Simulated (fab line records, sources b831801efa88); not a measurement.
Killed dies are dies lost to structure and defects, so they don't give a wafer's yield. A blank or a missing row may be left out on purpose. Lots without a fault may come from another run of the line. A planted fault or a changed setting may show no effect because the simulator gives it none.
fab line records | flow sky130
record lots=12 wafers=36 last_day=50
route steps=708 shown LDD_N@253 LDD_P@262 LDD_HVP@285 PAD_OPEN@708
lots that met no fault: from a run of the same line without faults
start_h: hours from the record's first day to the start of the lot's first wafer shown | wait_h: hours since the lot's step before | " the same as in the row above | L1.1+2: a row that stands for several wafers | - no value, or no start given | * or withheld: withheld | < > ~ a bound
route shown NAME@n: a module of which the file shows steps, and the number in the route of the first | usual: mean/standard deviation of fault-free wafers | same: alike in all rows | chamber/n: place in a boat | sites: the reading at each site | _std_site: their standard deviation | _edge_site: outer sites' mean less inner sites' | radius_mm: how far each site lies from the wafer's centre | mask NAME#n: copy n | behind: the tool/chamber that last shaped the wafer | hold: why the lot was held/for how many hours/how that ended | device: the transistor (n, p or np) that didn't switch | end of line: the same wafers' tests at the end of the route | a step without rows: its recipe alone | killed: dies lost to structure and defects at the first sort, not the wafer's yield | map: a wafer's dies, x killed, . not, _ none there
set.NAME: the setting as run; set.NAME@STEP: as run at that earlier step | model.NAME: the simulator's own value behind a step, which no gauge read
steps of the route over a sample of lots; a table a step, a row a wafer
services: from which hour (start_h, from the record's first day; less than 0 if before it) a tool's chamber was out of use, for how many hours, and why
## steps
# step SKY_LDD_N_STRIP_16
# recipe chemistry=O2/N2 power_w=1400 pressure_mtorr=1500 platen_temp_c=withheld o2_flow_sccm=3000 n2_flow_sccm=300 overash_fraction=0.5
# usual drypump_motor_current_A=5.7/0.38 oes_product_au=0.407/0.0043 strip_time_to_endpoint_s=4.318/0.015
# columns lot.wafer tool chamber start_h wait_h drypump_motor_current_A oes_product_au rf_hours_counter_h strip_time_to_endpoint_s
L990.1 plasma_asher-02 0 419.50 0.1 6.3 0.410 30 4.345
L990.3 " 0 " " 6.3 0.417 - 4.329
L990.5 " 1 " " 5.1 0.410 - 4.323
L994.3 plasma_asher-01 1 456.05 0.1 5.9 0.407 - 4.316
L994.4 " 0 " " 5.4 0.412 - 4.319
L994.5 " 1 " " 5.9 0.408 - 4.312
L995.1 plasma_asher-04 1 465.95 0.1 5.5 0.412 73 4.329
L995.2 " 0 " " 6.0 0.411 73 4.326
L995.3 " 0 " " 6.0 0.407 - 4.335
L996.1 plasma_asher-02 0 471.70 0.1 6.3 0.404 36 4.332
L996.3 " 0 " " 6.3 0.405 - 4.320
L996.6 " 0 " " 6.3 0.412 - 4.337
L997.2 plasma_asher-01 0 484.21 0.1 5.4 0.409 5 4.289
L997.5 " 1 " " 5.9 0.399 - 4.315
L997.6 " 0 " " 5.4 0.407 - 4.319
L999.2 plasma_asher-04 0 501.90 0.1 6.0 0.413 75 4.335
L999.3 " 0 " " 6.0 0.408 - 4.299
L999.5 " 0 " " 6.0 0.405 - 4.325
L106.2 plasma_asher-01 1 571.90 0.1 5.8 0.406 15 4.288
L106.3 " 1 " " 5.8 0.404 - 4.313
L106.4 " 0 " " 5.5 0.410 - 4.303
L107.1 plasma_asher-04 0 574.10 0.1 6.0 0.405 82 4.304
L107.2 " 1 " " 5.5 0.405 82 4.320
L107.5 " 1 " " 5.5 0.403 - 4.304
L108.1 plasma_asher-04 0 584.40 0.1 6.0 0.412 83 4.348
L108.3 " 0 " " 6.0 0.408 - 4.323
L108.5 " 0 " " 6.0 0.416 - 4.369
L109.3 plasma_asher-04 0 589.65 0.1 6.0 0.406 - 4.324
L109.4 " 1 " " 5.5 0.404 - 4.304
L109.6 " 1 " " 5.5 0.413 - 4.312
L110.2 plasma_asher-01 0 599.45 0.1 5.5 0.412 18 4.333
L110.3 " 0 " " 5.5 0.406 - 4.314
L110.5 " 1 " " 5.8 0.405 - 4.325
L111.4 plasma_asher-01 1 602.09 0.1 5.9 0.409 - 4.313
L111.5 " 0 " " 5.5 0.406 - 4.306
L111.6 " 1 " " 5.9 0.405 - 4.309
# step SKY_LDD_P_CD_MEAS_07
# recipe target_cd_nm=380
# usual cd_nm=379.9/2.8
# columns lot.wafer tool chamber start_h wait_h cd_nm
L990.1 cd_sem-02 - 450.17 0.1 376.5
L990.3 " - " " 379.7
L990.5 " - " " 376.7
L994.3 cd_sem-02 - 486.61 0.1 383.0
L994.4 " - " " 383.5
L994.5 " - " " 384.2
L995.1 cd_sem-02 - 496.67 0.1 379.6
L995.2 " - " " 378.6
L995.3 " - " " 378.5
L996.1 cd_sem-01 - 502.27 0.1 381.4
L996.3 " - " " 378.6
L996.6 " - " " 379.0
L997.2 cd_sem-02 - 514.63 0.1 376.5
L997.5 " - " " 378.6
L997.6 " - " " 377.1
L999.2 cd_sem-02 - 532.43 0.1 380.5
L999.3 " - " " 380.9
L999.5 " - " " 378.4
L106.2 cd_sem-01 - 600.64 0.1 380.4
L106.3 " - " " 380.4
L106.4 " - " " 381.9
L107.1 cd_sem-01 - 603.31 0.1 381.0
L107.2 " - " " 380.5
L107.5 " - " " 378.2
L108.1 cd_sem-02 - 613.27 0.1 378.2
L108.3 " - " " 378.3
L108.5 " - " " 377.4
L109.3 cd_sem-02 - 618.84 0.2 382.9
L109.4 " - " " 383.4
L109.6 " - " " 380.8
L110.2 cd_sem-01 - 628.54 0.1 378.8
L110.3 " - " " 375.6
L110.5 " - " " 375.5
L111.4 cd_sem-02 - 631.02 0.1 378.9
L111.5 " - " " 377.0
L111.6 " - " " 378.2
# step SKY_LDD_HVP_OVL_MEAS_07
# usual LDD_HVP_OVL=-0.2/1.6
# columns lot.wafer tool chamber start_h wait_h LDD_HVP_OVL[nm]
L990.1 overlay-02 - 511.41 0.1 1.5
L990.3 " - " " -1.3
L990.5 " - " " 1.1
L994.3 overlay-02 - 547.79 0.1 0.2
L994.4 " - " " -0.1
L994.5 " - " " 0.9
L995.1 overlay-01 - 556.86 0.1 1.4
L995.2 " - " " -1.0
L995.3 " - " " -0.1
L996.1 overlay-01 - 563.47 0.1 0.3
L996.3 " - " " 3.3
L996.6 " - " " 0.4
L997.2 overlay-01 - 575.32 0.1 -1.5
L997.5 " - " " -1.0
L997.6 " - " " -1.4
L999.2 overlay-01 - 592.08 0.1 -2.1
L999.3 " - " " -0.8
L999.5 " - " " -3.9
L106.2 overlay-01 - 658.63 0.1 -2.5
L106.3 " - " " -4.9
L106.4 " - " " -1.7
L107.1 overlay-02 - 661.57 0.1 -2.6
L107.2 " - " " 0.5
L107.5 " - " " -1.7
L108.1 overlay-01 - 670.47 0.1 -1.0
L108.3 " - " " -0.9
L108.5 " - " " -2.2
L109.3 overlay-02 - 676.54 0.1 3.6
L109.4 " - " " 1.8
L109.6 " - " " 0.8
L110.2 overlay-02 - 686.33 0.1 -1.3
L110.3 " - " " -0.3
L110.5 " - " " -3.1
L111.4 overlay-02 - 688.20 0.1 1.1
L111.5 " - " " -0.2
L111.6 " - " " 0.0
# step SKY_LDD_HVP_IMPLANT_08
# recipe species=B energy_kev=20 dose_cm2=1.7e+13 tilt_deg=17.9
# usual beam_energy_keV=20.000/0.006
# columns lot.wafer tool chamber start_h wait_h beam_energy_keV
L990.1 implanter-01 0 511.45 0.0 19.999
L990.3 " 0 " " 20.006
L990.5 " 0 " " 20.004
L994.3 implanter-01 0 547.87 0.1 19.998
L994.4 " 0 " " 20.005
L994.5 " 0 " " 19.997
L995.1 implanter-04 0 556.90 0.0 19.994
L995.2 " 0 " " 19.992
L995.3 " 0 " " 20.004
L996.1 implanter-02 0 563.51 0.0 20.001
L996.3 " 0 " " 20.001
L996.6 " 0 " " 20.011
L997.2 implanter-01 0 575.37 0.0 23.644
L997.5 " 0 " " 23.645
L997.6 " 0 " " 23.637
L999.2 implanter-01 0 592.13 0.0 23.648
L999.3 " 0 " " 23.651
L999.5 " 0 " " 23.651
L106.2 implanter-01 0 658.68 0.0 19.999
L106.3 " 0 " " 20.009
L106.4 " 0 " " 20.004
L107.1 implanter-02 0 661.61 0.0 20.001
L107.2 " 0 " " 20.002
L107.5 " 0 " " 19.995
L108.1 implanter-01 0 670.51 0.0 19.997
L108.3 " 0 " " 19.998
L108.5 " 0 " " 19.996
L109.3 implanter-01 0 676.62 0.1 20.010
L109.4 " 0 " " 20.006
L109.6 " 0 " " 20.011
L110.2 implanter-04 0 686.38 0.0 19.993
L110.3 " 0 " " 20.006
L110.5 " 0 " " 20.003
L111.4 implanter-01 0 688.29 0.1 19.994
L111.5 " 0 " " 19.992
L111.6 " 0 " " 20.003
# step SKY_LDD_HVP_TW_MEAS_10
# usual LDD_HVP_TW=454.1/2.1
# columns lot.wafer tool chamber start_h wait_h hold LDD_HVP_TW
L990.1 film_metro-03 - 511.70 0.1 - 456.1
L990.3 " - " " - 456.3
L990.5 " - " " - 454.3
L994.3 film_metro-02 - 548.09 0.1 - 453.2
L994.4 " - " " - 455.6
L994.5 " - " " - 453.9
L995.1 film_metro-04 - 557.15 0.1 - 457.1
L995.2 " - " " - 456.2
L995.3 " - " " - 456.1
L996.1 film_metro-02 - 563.76 0.1 - 455.2
L996.3 " - " " - 451.5
L996.6 " - " " - 454.6
L997.2 film_metro-04 - 575.61 0.1 await_dispo/0.2h/release 470.5
L997.5 " - " " await_dispo/0.2h/release 473.1
L997.6 " - " " await_dispo/0.2h/release 471.3
L997.2 film_metro-04 - 575.83 0.2 - 473.9
L997.5 " - " " - 471.5
L997.6 " - " " - 470.9
L999.2 film_metro-03 - 592.37 0.1 await_dispo/0.2h/release 472.0
L999.3 " - " " await_dispo/0.2h/release 469.8
L999.5 " - " " await_dispo/0.2h/release 471.8
L999.2 film_metro-03 - 592.59 0.2 - 469.9
L999.3 " - " " - 471.3
L999.5 " - " " - 472.0
L106.2 film_metro-03 - 658.92 0.1 - 454.5
L106.3 " - " " - 453.6
L106.4 " - " " - 454.2
L107.1 film_metro-03 - 661.86 0.1 - 456.2
L107.2 " - " " - 456.8
L107.5 " - " " - 453.1
L108.1 film_metro-04 - 670.76 0.1 - 452.8
L108.3 " - " " - 452.7
L108.5 " - " " - 452.2
L109.3 film_metro-04 - 676.84 0.1 - 453.5
L109.4 " - " " - 450.4
L109.6 " - " " - 451.6
L110.2 film_metro-03 - 686.62 0.1 - 454.8
L110.3 " - " " - 456.1
L110.5 " - " " - 456.3
L111.4 film_metro-03 - 688.50 0.1 - 457.2
L111.5 " - " " - 457.7
L111.6 " - " " - 455.9
# step SKY_PAD_OPEN_PROBE_99
# usual killed_at_M0_to_M3=44/7.5 killed_at_M4_up=3.2/1.9 killed_at_contacts=23/4.7 killed_at_front_end=15/4.7 killed_at_other=0.4/0.66 killed_dies=87/9.3 killed_open=47/7.2 killed_short=39/6.5
# same gross_dies=492 killed_at_back_side=0
# columns lot.wafer tool chamber start_h wait_h killed_at_M0_to_M3 killed_at_M4_up killed_at_contacts killed_at_front_end killed_at_other killed_dies killed_open killed_short
L994.3 prober-02 - 1112.19 0.2 61 2 19 16 0 98 56 42
L994.4 prober-02 - 1112.24 0.2 50 2 20 17 0 89 52 37
L994.5 prober-02 - 1112.29 0.2 42 2 17 13 0 74 37 37
L995.2 prober-01 - 1115.94 0.1 46 3 25 21 0 95 43 52
L997.2 prober-01 - 1132.55 0.1 56 7 25 14 1 103 61 41
L997.5 prober-01 - 1132.70 0.2 37 3 20 13 2 75 36 37
L999.3 prober-01 - 1144.86 0.2 39 1 22 15 0 77 40 36
L999.5 prober-01 - 1144.96 0.2 33 3 29 17 1 83 40 43
# killed by level:class
L994.3 VIA1:geometric_particle:open=18 VIA2:geometric_particle:open=11 VIA1:geometric_particle:short=8 LI_CONTACT:geometric_particle:open=7 VIA3:geometric_particle:open=7 POLY_GATE:geometric_particle:short=5 CONTACT:geometric_particle:short=5 CONTACT:geometric_particle:open=4
L994.4 VIA1:geometric_particle:open=15 VIA1:geometric_particle:short=8 FIELD_ISO:geometric_particle:open=7 CONTACT:geometric_particle:open=7 VIA2:geometric_particle:open=7 LI_CONTACT:geometric_particle:open=6 VIA3:geometric_particle:open=5 POLY_GATE:geometric_particle:short=4
L994.5 VIA3:geometric_particle:open=10 METAL1:geometric_particle:short=6 CONTACT:geometric_particle:open=5 VIA1:geometric_particle:short=5 VIA1:geometric_particle:open=5 VIA2:geometric_particle:open=5 POLY_GATE:geometric_particle:short=4 LOCAL_INTERCONNECT:geometric_particle:short=4
L995.2 LOCAL_INTERCONNECT:geometric_particle:short=8 VIA1:geometric_particle:open=7 METAL2:geometric_particle:open=6 METAL1:geometric_particle:short=6 VIA1:geometric_particle:short=6 METAL2:geometric_particle:short=6 VIA2:geometric_particle:open=6 POLY_GATE:geometric_particle:open=5
L997.2 VIA1:geometric_particle:open=13 LI_CONTACT:geometric_particle:open=12 CONTACT:geometric_particle:open=8 METAL1:geometric_particle:short=7 VIA3:geometric_particle:open=7 POLY_GATE:geometric_particle:open=6 VIA1:geometric_particle:short=6 METAL2:geometric_particle:short=5
L997.5 VIA1:geometric_particle:open=7 CONTACT:geometric_particle:open=6 METAL2:geometric_particle:short=6 POLY_GATE:geometric_particle:open=5 LOCAL_INTERCONNECT:geometric_particle:short=5 VIA1:geometric_particle:short=4 LI_CONTACT:geometric_particle:open=4 VIA2:geometric_particle:short=4
L999.3 LI_CONTACT:geometric_particle:open=8 METAL2:geometric_particle:short=8 METAL1:geometric_particle:short=6 VIA1:geometric_particle:open=6 POLY_GATE:geometric_particle:open=5 CONTACT:geometric_particle:open=5 VIA2:geometric_particle:open=5 FIELD_ISO:geometric_particle:open=3
L999.5 CONTACT:geometric_particle:open=12 CONTACT:geometric_particle:short=10 METAL2:geometric_particle:short=9 VIA1:geometric_particle:open=7 FIELD_ISO:geometric_particle:short=5 VIA2:geometric_particle:open=5 POLY_GATE:geometric_particle:open=4 METAL1:geometric_particle:short=4
## services
# columns tool chamber start_h hours kind
plasma_asher-02 - 397.98 3.5 repair
implanter-04 - 398.09 4.5 repair
plasma_asher-04 - 402.08 1.4 repair
plasma_asher-04 - 410.55 0.3 repair
plasma_asher-02 - 413.53 0.6 repair
plasma_asher-01 - 421.25 9.0 pm
plasma_asher-04 - 424.81 11.2 repair
plasma_asher-02 - 441.03 0.7 repair
implanter-02 - 445.26 4.6 pm
plasma_asher-04 - 451.47 0.5 repair
plasma_asher-04 - 481.21 11.0 repair
implanter-02 - 521.61 4.7 pm
implanter-04 - 525.52 4.2 repair
implanter-04 - 562.70 13.0 pm
implanter-02 - 585.15 1.4 repair
plasma_asher-02 - 586.14 12.0 repair
plasma_asher-04 - 599.43 2.8 pm
implanter-02 - 607.80 1.8 repair
implanter-04 - 626.52 2.5 repair
implanter-04 - 641.75 5.6 pm
plasma_asher-02 - 645.45 5.3 repair
implanter-01 - 648.20 3.1 repair
implanter-01 - 670.68 1.6 repair
plasma_asher-04 - 682.13 2.8 repair
## key
first_sign step=SKY_LDD_HVP_IMPLANT_08 reading=beam_energy_keV direction=up sigmas=99+ usual=* struck=*
effect step=SKY_LDD_HVP_TW_MEAS_10 reading=visit direction=added
effect step=SKY_LDD_HVP_TW_MEAS_10 reading=LDD_HVP_TW direction=up sigmas=8.2 usual=454.1 struck=471.4
met_at SKY_LDD_HVP_IMPLANT_08
struck_lots L997,L999
tester_left_out L997,L999
not_acting_at SKY_LDD_N_STRIP_16,SKY_LDD_P_CD_MEAS_07,SKY_LDD_HVP_OVL_MEAS_07
onset_between 547.87 575.37
fault kind=process_parameter_drift tool=implanter-01 chamber=- onset_h=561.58 steps=SKY_LDD_HVP_IMPLANT_08 channel=energy_kev offset=* shape=step end_h=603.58 acts_in=* stated=*
# tester_left_out: of these lots the tester's yield and bins aren't shown, on N5 and GAA mostly nor the transistor test; their killed dies are dies lost to structure and defects alone, not to doping, threshold or leakage, so they don't give the yield
